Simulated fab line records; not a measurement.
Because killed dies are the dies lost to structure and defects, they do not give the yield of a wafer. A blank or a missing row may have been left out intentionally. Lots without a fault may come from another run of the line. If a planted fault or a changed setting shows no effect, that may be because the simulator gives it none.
fab line records	flow gf180mcu
[record] lots = 24	wafers = 72	last_day = 34
route steps=602 shown V1@349 V2@404 V3@444 V4@499 M5@537 V5@542
lots with no fault: from the same line, run without faults
start_h: start of the lot's first displayed wafer, in hours after the record's first day	wait_h: hours since the lot's step before	" identical to the entry in the row above	L1.1+2: a row that stands for several wafers	- value missing, or start not given	* or withheld: withheld	< > ~ a bound
route shown NAME@n: names a module that has steps shown in the file, with the first one's number in the route	usual: mean/standard deviation of fault-free wafers	same: alike in all rows	chamber/n: place in a boat	sites: each site's reading	_std_site: standard deviation of those values	_edge_site: the outer-site mean with the inner-site mean subtracted	radius_mm: how far each site lies from the wafer's centre	mask NAME#n: copy n	behind: tool/chamber where the wafer was last shaped	hold: what put the lot on hold/how long, in hours/how the hold closed	device: the n, p or np transistor that did not switch	end of line: the tests these same wafers got at the end of their route	where a step has no rows: the recipe by itself	killed: count of dies lost to structure and defects at first sort (not the wafer's yield)	map: per-die view of a wafer (x killed, . not killed, _ where there is no die)
set.NAME: the setting as run; set.NAME@STEP: as run at that earlier step	model.NAME: the simulator's own value behind a step, which no gauge read
a sample of lots followed through the steps of the route, with each step as a table and each wafer as a row
services: a tool's chamber out of use, with start hour (start_h, from the record's first day; less than 0 if before it), hours out, and reason
[[steps]]
[step GF_V1_CD_MEAS_14]
[recipe] target_cd_nm = 260
[usual] cd_nm = 260.0/1.1
lot.wafer	tool	chamber	start_h	wait_h	cd_nm
L074.2	cd_sem-02	-	409.69	0.1	258.9
L074.5	"	-	"	"	259.6
L074.6	"	-	"	"	259.3
L075.1	cd_sem-02	-	420.97	0.1	260.3
L075.2	"	-	"	"	259.9
L075.5	"	-	"	"	261.0
L076.1	cd_sem-01	-	425.42	0.1	258.9
L076.2	"	-	"	"	259.1
L076.4	"	-	"	"	258.4
L077.1	cd_sem-01	-	438.40	0.1	260.7
L077.3	"	-	"	"	261.4
L077.6	"	-	"	"	259.8
L078.2	cd_sem-01	-	443.72	0.1	260.8
L078.4	"	-	"	"	259.6
L078.6	"	-	"	"	261.3
L079.1	cd_sem-01	-	455.01	0.1	259.0
L079.3	"	-	"	"	258.2
L079.6	"	-	"	"	258.7
L080.2	cd_sem-01	-	470.52	0.1	258.7
L080.4	"	-	"	"	258.4
L080.6	"	-	"	"	259.5
L081.1	cd_sem-01	-	473.76	0.1	261.0
L081.3	"	-	"	"	260.4
L081.4	"	-	"	"	260.7
L082.1	cd_sem-01	-	485.30	0.1	262.3
L082.3	"	-	"	"	261.3
L082.5	"	-	"	"	261.3
L083.2	cd_sem-01	-	491.57	0.1	258.7
L083.3	"	-	"	"	258.2
L083.6	"	-	"	"	259.2
L084.3	cd_sem-02	-	504.04	0.1	257.5
L084.5	"	-	"	"	258.0
L084.6	"	-	"	"	258.4
L085.2	cd_sem-01	-	510.67	0.1	260.3
L085.4	"	-	"	"	259.9
L085.6	"	-	"	"	260.0
L086.1	cd_sem-02	-	523.31	0.1	261.8
L086.4	"	-	"	"	261.3
L086.6	"	-	"	"	262.1
L087.2	cd_sem-02	-	536.07	0.1	259.2
L087.4	"	-	"	"	259.8
L087.6	"	-	"	"	260.6
L088.2	cd_sem-02	-	547.21	0.1	260.0
L088.3	"	-	"	"	259.7
L088.6	"	-	"	"	259.6
L089.1	cd_sem-01	-	551.75	0.1	261.9
L089.3	"	-	"	"	260.5
L089.6	"	-	"	"	260.8
L090.1	cd_sem-01	-	556.80	0.1	258.6
L090.4	"	-	"	"	258.8
L090.5	"	-	"	"	259.0
L091.2	cd_sem-01	-	561.52	0.1	259.6
L091.3	"	-	"	"	260.5
L091.4	"	-	"	"	259.5
L092.2	cd_sem-02	-	574.67	0.1	260.9
L092.3	"	-	"	"	259.7
L092.5	"	-	"	"	259.3
L093.3	cd_sem-02	-	577.79	0.1	262.1
L093.5	"	-	"	"	260.2
L093.6	"	-	"	"	260.6
L094.2	cd_sem-01	-	585.57	0.1	259.8
L094.4	"	-	"	"	259.3
L094.6	"	-	"	"	259.8
L095.2	cd_sem-02	-	590.97	0.1	261.0
L095.3	"	-	"	"	260.7
L095.4	"	-	"	"	261.3
L096.1	cd_sem-02	-	592.80	0.1	259.8
L096.2	"	-	"	"	260.0
L096.6	"	-	"	"	260.6
L097.1	cd_sem-01	-	602.90	0.1	258.0
L097.2	"	-	"	"	258.6
L097.4	"	-	"	"	259.5
[step GF_V2_SPUTTER_22]
[recipe] material = TiN	target_thk_nm = 10	chamber_pressure_pa = 5	power_w = 4000	time_s = 40
[usual] throttle_valve_pct = 30.6/0.74
[same] time_s = 40
lot.wafer	tool	chamber	start_h	wait_h	throttle_valve_pct
L074.2	pvd_sputter-01	-	463.23	0.0	31.5
L074.5	"	-	"	"	30.8
L074.6	"	-	"	"	29.6
L075.1	pvd_sputter-03	-	472.98	0.0	30.4
L075.2	"	-	"	"	30.7
L075.5	"	-	"	"	30.8
L076.1	pvd_sputter-04	-	478.14	0.0	30.1
L076.2	"	-	"	"	30.1
L076.4	"	-	"	"	29.4
L077.1	pvd_sputter-01	-	491.16	0.0	29.5
L077.3	"	-	"	"	31.4
L077.6	"	-	"	"	29.8
L078.2	pvd_sputter-04	-	495.94	0.0	30.2
L078.4	"	-	"	"	28.8
L078.6	"	-	"	"	29.3
L079.1	pvd_sputter-03	-	507.35	0.0	31.0
L079.3	"	-	"	"	31.0
L079.6	"	-	"	"	30.8
L080.2	pvd_sputter-03	-	521.78	0.0	30.1
L080.4	"	-	"	"	30.8
L080.6	"	-	"	"	30.9
L081.1	pvd_sputter-03	-	525.21	0.0	30.7
L081.3	"	-	"	"	29.9
L081.4	"	-	"	"	31.3
L082.1	pvd_sputter-01	-	535.76	0.0	31.9
L082.3	"	-	"	"	31.0
L082.5	"	-	"	"	31.7
L083.2	pvd_sputter-01	-	541.57	0.0	29.4
L083.3	"	-	"	"	31.6
L083.6	"	-	"	"	31.3
L084.3	pvd_sputter-01	-	553.81	0.0	31.0
L084.5	"	-	"	"	31.5
L084.6	"	-	"	"	29.7
L085.2	pvd_sputter-01	-	559.76	0.0	31.1
L085.4	"	-	"	"	31.4
L085.6	"	-	"	"	29.6
L086.1	pvd_sputter-01	-	572.26	0.0	30.9
L086.4	"	-	"	"	31.6
L086.6	"	-	"	"	31.5
L087.2	pvd_sputter-03	-	585.55	0.0	31.1
L087.4	"	-	"	"	30.1
L087.6	"	-	"	"	30.8
L088.2	pvd_sputter-03	-	595.01	0.0	31.1
L088.3	"	-	"	"	30.5
L088.6	"	-	"	"	30.2
L089.1	pvd_sputter-01	-	599.54	0.0	31.3
L089.3	"	-	"	"	29.4
L089.6	"	-	"	"	30.9
L090.1	pvd_sputter-01	-	604.44	0.0	31.1
L090.4	"	-	"	"	29.8
L090.5	"	-	"	"	31.0
L091.2	pvd_sputter-04	-	608.60	0.0	30.1
L091.3	"	-	"	"	30.4
L091.4	"	-	"	"	29.1
L092.2	pvd_sputter-03	-	620.61	0.0	31.2
L092.3	"	-	"	"	30.2
L092.5	"	-	"	"	31.3
L093.3	pvd_sputter-04	-	624.47	0.0	30.2
L093.5	"	-	"	"	30.1
L093.6	"	-	"	"	30.2
L094.2	pvd_sputter-03	-	631.28	0.0	30.7
L094.4	"	-	"	"	30.2
L094.6	"	-	"	"	30.4
L095.2	pvd_sputter-03	-	635.96	0.0	30.6
L095.3	"	-	"	"	31.0
L095.4	"	-	"	"	30.2
L096.1	pvd_sputter-01	-	637.47	0.0	29.4
L096.2	"	-	"	"	31.6
L096.6	"	-	"	"	31.6
L097.1	pvd_sputter-03	-	648.40	0.0	30.2
L097.2	"	-	"	"	30.9
L097.4	"	-	"	"	31.0
[step GF_V3_OVL_MEAS_15]
[usual] V3_OVL = 0/6.1
lot.wafer	tool	chamber	start_h	wait_h	V3_OVL[nm]
L074.2	overlay-02	-	513.77	0.1	9
L074.5	"	-	"	"	9
L074.6	"	-	"	"	3
L075.1	overlay-02	-	522.78	0.1	-1
L075.2	"	-	"	"	-17
L075.5	"	-	"	"	2
L076.1	overlay-02	-	527.47	0.1	-7
L076.2	"	-	"	"	-3
L076.4	"	-	"	"	6
L077.1	overlay-02	-	539.85	0.1	-12
L077.3	"	-	"	"	-12
L077.6	"	-	"	"	-2
L078.2	overlay-02	-	544.82	0.1	4
L078.4	"	-	"	"	3
L078.6	"	-	"	"	7
L079.1	overlay-01	-	555.73	0.1	-1
L079.3	"	-	"	"	-1
L079.6	"	-	"	"	-6
L080.2	overlay-02	-	569.52	0.1	12
L080.4	"	-	"	"	9
L080.6	"	-	"	"	14
L081.1	overlay-02	-	573.47	0.1	0
L081.3	"	-	"	"	-1
L081.4	"	-	"	"	7
L082.1	overlay-01	-	582.22	0.1	0
L082.3	"	-	"	"	2
L082.5	"	-	"	"	3
L083.2	overlay-01	-	588.54	0.1	2
L083.3	"	-	"	"	-5
L083.6	"	-	"	"	-8
L084.3	overlay-01	-	600.18	0.1	-1
L084.5	"	-	"	"	-4
L084.6	"	-	"	"	1
L085.2	overlay-02	-	605.87	0.1	9
L085.4	"	-	"	"	6
L085.6	"	-	"	"	7
L086.1	overlay-02	-	617.68	0.1	1
L086.4	"	-	"	"	-5
L086.6	"	-	"	"	0
L087.2	overlay-01	-	629.39	0.1	8
L087.4	"	-	"	"	3
L087.6	"	-	"	"	12
L088.2	overlay-02	-	639.24	0.1	10
L088.3	"	-	"	"	-5
L088.6	"	-	"	"	5
L089.1	overlay-02	-	643.18	0.1	0
L089.3	"	-	"	"	1
L089.6	"	-	"	"	-5
L090.1	overlay-01	-	647.88	0.1	-9
L090.4	"	-	"	"	4
L090.5	"	-	"	"	-8
L091.2	overlay-01	-	651.07	0.1	15
L091.3	"	-	"	"	4
L091.4	"	-	"	"	7
L092.2	overlay-01	-	662.23	0.1	7
L092.3	"	-	"	"	-3
L092.5	"	-	"	"	-4
L093.3	overlay-01	-	665.49	0.1	4
L093.5	"	-	"	"	-3
L093.6	"	-	"	"	6
L094.2	overlay-01	-	674.07	0.1	-1
L094.4	"	-	"	"	-11
L094.6	"	-	"	"	-7
L095.2	overlay-01	-	677.77	0.1	-6
L095.3	"	-	"	"	-8
L095.4	"	-	"	"	-5
L096.1	overlay-02	-	678.61	0.1	1
L096.2	"	-	"	"	-5
L096.6	"	-	"	"	-3
L097.1	overlay-01	-	688.66	0.1	5
L097.2	"	-	"	"	-2
L097.4	"	-	"	"	1
[step GF_V4_CVD_23]
[recipe] material = W	target_thk_nm = 350	time_s = 104.9	temp_c = 400	pressure_torr = 40
[usual] heater_power_w = 775/75
[same] time_s = 104.9
lot.wafer	tool	chamber	start_h	wait_h	heater_power_w
L074.2	cvd_w-01	1	563.36	0.0	790
L074.5	"	0	"	"	699
L074.6	"	1	"	"	786
L075.1	cvd_w-01	1	571.54	0.0	784
L075.2	"	0	"	"	700
L075.5	"	0	"	"	705
L076.1	cvd_w-02	0	575.99	0.0	919
L076.2	"	1	"	"	740
L076.4	"	1	"	"	745
L077.1	cvd_w-02	1	587.37	0.0	722
L077.3	"	1	"	"	742
L077.6	"	0	"	"	909
L078.2	cvd_w-01	1	592.91	0.0	796
L078.4	"	1	"	"	763
L078.6	"	0	"	"	724
L079.1	cvd_w-01	0	603.20	0.0	719
L079.3	"	0	"	"	713
L079.6	"	1	"	"	780
L080.2	cvd_w-01	1	616.37	0.0	775
L080.4	"	0	"	"	713
L080.6	"	0	"	"	719
L081.1	cvd_w-02	1	619.90	0.0	735
L081.3	"	1	"	"	741
L081.4	"	0	"	"	918
L082.1	cvd_w-01	0	627.99	0.0	723
L082.3	"	1	"	"	784
L082.5	"	0	"	"	724
L083.2	cvd_w-02	1	634.54	0.0	718
L083.3	"	0	"	"	908
L083.6	"	1	"	"	724
L084.3	cvd_w-01	0	645.19	0.1	710
L084.5	"	1	"	"	776
L084.6	"	0	"	"	675
L085.2	cvd_w-01	1	650.78	0.0	772
L085.4	"	0	"	"	702
L085.6	"	1	"	"	791
L086.1	cvd_w-02	0	661.92	0.0	919
L086.4	"	1	"	"	737
L086.6	"	0	"	"	902
L087.2	cvd_w-01	0	673.15	0.0	723
L087.4	"	0	"	"	719
L087.6	"	0	"	"	708
L088.2	cvd_w-02	1	683.01	0.0	716
L088.3	"	0	"	"	911
L088.6	"	0	"	"	922
L089.1	cvd_w-01	1	685.60	0.0	768
L089.3	"	1	"	"	762
L089.6	"	1	"	"	782
L090.1	cvd_w-02	1	690.35	0.0	742
L090.4	"	0	"	"	898
L090.5	"	1	"	"	732
L091.2	cvd_w-02	0	693.70	0.0	911
L091.3	"	0	"	"	908
L091.4	"	1	"	"	738
L092.2	cvd_w-02	0	704.07	0.0	917
L092.3	"	1	"	"	726
L092.5	"	0	"	"	913
L093.3	cvd_w-02	1	707.07	0.1	716
L093.5	"	1	"	"	745
L093.6	"	0	"	"	914
L094.2	cvd_w-02	1	714.10	0.1	716
L094.4	"	1	"	"	735
L094.6	"	1	"	"	728
L095.2	cvd_w-02	1	718.47	0.1	704
L095.3	"	1	"	"	735
L095.4	"	1	"	"	723
L096.1	cvd_w-01	0	719.41	0.0	697
L096.2	"	1	"	"	777
L096.6	"	0	"	"	696
L097.1	cvd_w-01	1	729.14	0.0	765
L097.2	"	0	"	"	734
L097.4	"	0	"	"	715
[step GF_M5_STRIP_11]
[recipe] chemistry = O2/N2	power_w = 1400	pressure_mtorr = 1500	platen_temp_c = 250	o2_flow_sccm = 3000	n2_flow_sccm = 300	overash_fraction = 0.5
[usual] drypump_motor_current_A = 5.8/0.44	heater_power_w = 311/25	n2_flow_sccm = 300.0/0.81	oes_product_au = 0.543/0.005	strip_time_to_endpoint_s = 7.53/0.031
[same] overash_fraction = 0.5
lot.wafer	tool	chamber	start_h	wait_h	drypump_motor_current_A	heater_power_w	n2_flow_sccm	oes_product_au	rf_hours_counter_h	strip_time_to_endpoint_s
L074.2	plasma_asher-02	1	607.99	0.1	5.6	285	299.9	0.532	51	7.47
L074.5	"	0	"	"	5.9	299	301.5	0.549	-	7.54
L074.6	"	1	"	"	5.6	290	299.5	0.538	-	7.49
L075.1	plasma_asher-01	1	616.34	0.1	5.2	352	298.8	0.542	17	7.57
L075.2	"	0	"	"	5.8	351	299.9	0.551	17	7.56
L075.5	"	0	"	"	5.8	348	298.9	0.542	-	7.59
L076.1	plasma_asher-02	0	619.40	0.1	5.9	297	300.9	0.546	52	7.50
L076.2	"	1	"	"	5.7	289	300.2	0.539	52	7.47
L076.4	"	0	"	"	5.9	281	299.6	0.539	-	7.48
L077.1	plasma_asher-02	1	630.22	0.1	5.7	286	299.2	0.546	54	7.52
L077.3	"	0	"	"	5.9	295	299.3	0.541	-	7.50
L077.6	"	1	"	"	5.6	275	300.0	0.540	-	7.54
L078.2	plasma_asher-01	1	635.94	0.1	5.2	342	301.0	0.554	20	7.55
L078.4	"	0	"	"	5.8	342	300.0	0.542	-	7.57
L078.6	"	1	"	"	5.2	347	300.7	0.538	-	7.58
L079.1	plasma_asher-04	1	645.84	0.1	5.5	295	300.7	0.535	100	7.53
L079.3	"	0	"	"	6.7	313	299.8	0.541	-	7.53
L079.6	"	1	"	"	5.5	294	299.6	0.549	-	7.52
L080.2	plasma_asher-01	1	657.88	0.1	5.2	343	299.1	0.549	22	7.54
L080.4	"	0	"	"	5.8	352	299.8	0.546	-	7.53
L080.6	"	1	"	"	5.2	341	299.9	0.536	-	7.55
L081.1	plasma_asher-02	1	660.94	0.1	5.6	282	301.0	0.539	58	7.50
L081.3	"	1	"	"	5.7	287	300.6	0.545	-	7.53
L081.4	"	0	"	"	5.9	293	299.8	0.548	-	7.59
L082.1	plasma_asher-02	0	669.50	0.1	5.9	291	300.1	0.542	59	7.51
L082.3	"	0	"	"	5.9	290	300.7	0.543	-	7.55
L082.5	"	0	"	"	5.9	282	299.5	0.537	-	7.52
L083.2	plasma_asher-01	1	675.59	0.1	5.2	337	299.8	0.544	24	7.56
L083.3	"	1	"	"	5.2	344	298.9	0.548	-	7.56
L083.6	"	1	"	"	5.2	344	298.5	0.537	-	7.57
L084.3	plasma_asher-01	0	685.32	0.1	5.8	349	300.0	0.541	-	7.54
L084.5	"	0	"	"	5.8	346	299.1	0.541	-	7.54
L084.6	"	1	"	"	5.2	344	299.6	0.540	-	7.54
L085.2	plasma_asher-01	0	690.49	0.1	5.7	354	300.2	0.538	26	7.59
L085.4	"	0	"	"	5.8	342	299.8	0.540	-	7.52
L085.6	"	1	"	"	5.2	342	299.0	0.539	-	7.51
L086.1	plasma_asher-04	1	700.45	0.1	5.5	301	299.0	0.542	105	7.52
L086.4	"	1	"	"	5.5	301	298.6	0.547	-	7.52
L086.6	"	0	"	"	6.7	310	299.9	0.543	-	7.55
L087.2	plasma_asher-04	0	712.36	0.1	6.7	312	300.4	0.546	106	7.52
L087.4	"	1	"	"	5.5	295	300.0	0.539	-	7.51
L087.6	"	0	"	"	6.7	299	298.3	0.544	-	7.53
L088.2	plasma_asher-02	0	720.60	0.1	5.9	294	301.3	0.541	64	7.51
L088.3	"	1	"	"	5.7	281	300.2	0.543	-	7.58
L088.6	"	0	"	"	5.9	285	301.2	0.545	-	7.56
L089.1	plasma_asher-04	1	724.06	0.2	5.5	298	300.3	0.544	108	7.56
L089.3	"	0	"	"	6.7	310	298.2	0.542	-	7.50
L089.6	"	0	"	"	6.7	308	300.9	0.547	-	7.51
L090.1	plasma_asher-02	1	728.90	0.2	5.7	287	299.6	0.544	65	7.51
L090.4	"	1	"	"	5.7	291	298.7	0.541	-	7.48
L090.5	"	1	"	"	5.7	284	299.8	0.540	-	7.48
L091.2	plasma_asher-04	1	731.15	0.1	5.5	294	300.5	0.547	109	7.54
L091.3	"	0	"	"	6.7	312	299.9	0.541	-	7.51
L091.4	"	1	"	"	5.5	287	300.5	0.548	-	7.49
L092.2	plasma_asher-01	0	740.95	0.1	5.8	347	301.0	0.540	30	7.49
L092.3	"	0	"	"	5.8	352	300.5	0.553	-	7.51
L092.5	"	1	"	"	5.2	338	299.3	0.540	-	7.53
L093.3	plasma_asher-04	0	744.34	0.1	6.7	301	299.3	0.538	-	7.49
L093.5	"	1	"	"	5.5	299	300.1	0.544	-	7.52
L093.6	"	0	"	"	6.7	307	300.1	0.547	-	7.49
L094.2	plasma_asher-02	0	750.20	0.1	5.9	300	299.9	0.541	68	7.49
L094.4	"	1	"	"	5.6	284	300.4	0.547	-	7.54
L094.6	"	0	"	"	5.9	294	301.4	0.551	-	7.48
L095.2	plasma_asher-01	1	754.19	0.1	5.2	342	301.1	0.539	32	7.51
L095.3	"	1	"	"	5.2	351	301.3	0.547	-	7.51
L095.4	"	0	"	"	5.8	359	300.3	0.547	-	7.52
L096.1	plasma_asher-02	1	754.65	0.1	5.6	284	298.4	0.534	68	7.50
L096.2	"	0	"	"	5.9	296	300.0	0.537	68	7.48
L096.6	"	1	"	"	5.7	282	300.1	0.536	-	7.50
L097.1	plasma_asher-04	1	763.64	0.1	5.5	298	300.0	0.553	2	7.51
L097.2	"	0	"	"	6.7	303	299.8	0.542	2	7.55
L097.4	"	1	"	"	5.5	299	299.9	0.537	-	7.50
[step GF_V5_CVD_02]
[recipe] material = SiO2	target_thk_nm = 1450	precursor = TEOS	temp_c = 400	time_s = 163.28	rf_w = 600
[usual] heater_power_w = 649/92	rf_fwd_power_W = 597.7/2
[same] time_s = 163.28
lot.wafer	tool	chamber	start_h	wait_h	heater_power_w	rf_fwd_power_W
L074.2	pecvd-04	0	608.62	0.0	575	597.9
L074.5	"	2	"	"	646	596.6
L074.6	"	1	"	"	682	595.1
L075.1	pecvd-02	0	616.97	0.1	631	596.3
L075.2	"	2	"	"	580	597.2
L075.5	"	1	"	"	583	598.4
L076.1	pecvd-02	0	620.04	0.1	615	597.5
L076.2	"	1	"	"	703	599.5
L076.4	"	0	"	"	690	598.2
L077.1	pecvd-02	0	630.90	0.1	712	602.3
L077.3	"	2	"	"	478	599.0
L077.6	"	2	"	"	545	596.9
L078.2	pecvd-03	0	636.57	0.0	772	600.5
L078.4	"	2	"	"	870	595.7
L078.6	"	0	"	"	631	600.3
L079.1	pecvd-02	0	646.54	0.1	676	601.1
L079.3	"	1	"	"	710	597.1
L079.6	"	0	"	"	561	600.7
L080.2	pecvd-02	2	658.54	0.0	503	600.6
L080.4	"	2	"	"	558	599.5
L080.6	"	1	"	"	705	598.3
L081.1	pecvd-02	1	661.61	0.1	635	596.9
L081.3	"	2	"	"	568	594.8
L081.4	"	2	"	"	467	597.9
L082.1	pecvd-03	0	670.14	0.1	668	598.9
L082.3	"	1	"	"	677	599.0
L082.5	"	0	"	"	631	595.6
L083.2	pecvd-04	2	676.22	0.0	733	596.3
L083.3	"	1	"	"	661	597.0
L083.6	"	0	"	"	498	598.2
L084.3	pecvd-02	0	685.96	0.0	636	600.3
L084.5	"	1	"	"	745	599.9
L084.6	"	0	"	"	690	597.2
L085.2	pecvd-02	2	691.16	0.0	585	603.8
L085.4	"	1	"	"	726	600.6
L085.6	"	2	"	"	462	599.9
L086.1	pecvd-04	1	701.12	0.1	678	597.4
L086.4	"	0	"	"	508	598.1
L086.6	"	1	"	"	730	595.6
L087.2	pecvd-04	1	713.00	0.0	631	598.8
L087.4	"	1	"	"	704	597.5
L087.6	"	0	"	"	503	598.4
L088.2	pecvd-02	0	721.24	0.0	705	599.7
L088.3	"	1	"	"	689	598.8
L088.6	"	1	"	"	731	594.1
L089.1	pecvd-02	1	724.70	0.1	675	594.6
L089.3	"	2	"	"	555	600.5
L089.6	"	0	"	"	721	598.4
L090.1	pecvd-04	1	729.55	0.1	629	599.0
L090.4	"	2	"	"	746	594.1
L090.5	"	0	"	"	512	598.1
L091.2	pecvd-03	2	731.80	0.0	851	596.1
L091.3	"	0	"	"	658	602.2
L091.4	"	0	"	"	762	598.9
L092.2	pecvd-03	1	741.60	0.0	578	596.7
L092.3	"	2	"	"	707	596.5
L092.5	"	1	"	"	707	597.8
L093.3	pecvd-03	2	745.00	0.0	780	593.2
L093.5	"	1	"	"	689	597.5
L093.6	"	2	"	"	847	594.7
L094.2	pecvd-02	2	750.85	0.0	530	598.6
L094.4	"	0	"	"	559	597.5
L094.6	"	2	"	"	587	598.4
L095.2	pecvd-04	2	754.88	0.0	786	597.7
L095.3	"	1	"	"	691	596.1
L095.4	"	2	"	"	643	595.8
L096.1	pecvd-02	2	755.33	0.1	491	596.2
L096.2	"	0	"	"	615	595.8
L096.6	"	1	"	"	585	596.2
L097.1	pecvd-03	2	764.28	0.1	842	598.6
L097.2	"	0	"	"	778	600.4
L097.4	"	1	"	"	681	599.9
[[services]]
tool	chamber	start_h	hours	kind
cvd_w-02	0	465.00	10.3	repair
pecvd-04	2	467.59	12.4	repair
plasma_asher-01	-	478.67	28.1	pm
pvd_sputter-01	-	484.12	6.3	repair
pecvd-02	-	505.05	1.7	repair
cvd_w-02	-	545.41	6.9	pm
pvd_sputter-03	-	550.99	0.7	repair
pecvd-02	-	551.31	3.8	repair
plasma_asher-02	-	558.32	2.8	repair
plasma_asher-04	-	571.56	23.3	pm
cvd_w-01	-	579.26	2.8	pm
pecvd-02	-	590.27	5.5	pm
pecvd-02	-	595.73	14.0	pm
plasma_asher-04	-	606.35	0.9	repair
plasma_asher-04	-	626.27	15.6	pm
plasma_asher-04	-	654.12	6.9	repair
cvd_w-02	-	678.50	2.8	pm
pecvd-02	-	695.07	1.4	repair
plasma_asher-01	-	696.58	4.7	repair
cvd_w-02	0	713.90	9.9	repair
cvd_w-01	-	719.83	0.6	repair
plasma_asher-04	-	733.78	9.0	pm
plasma_asher-02	-	757.80	0.4	repair
cvd_w-01	-	763.02	0.5	repair
[[key]]
fault none
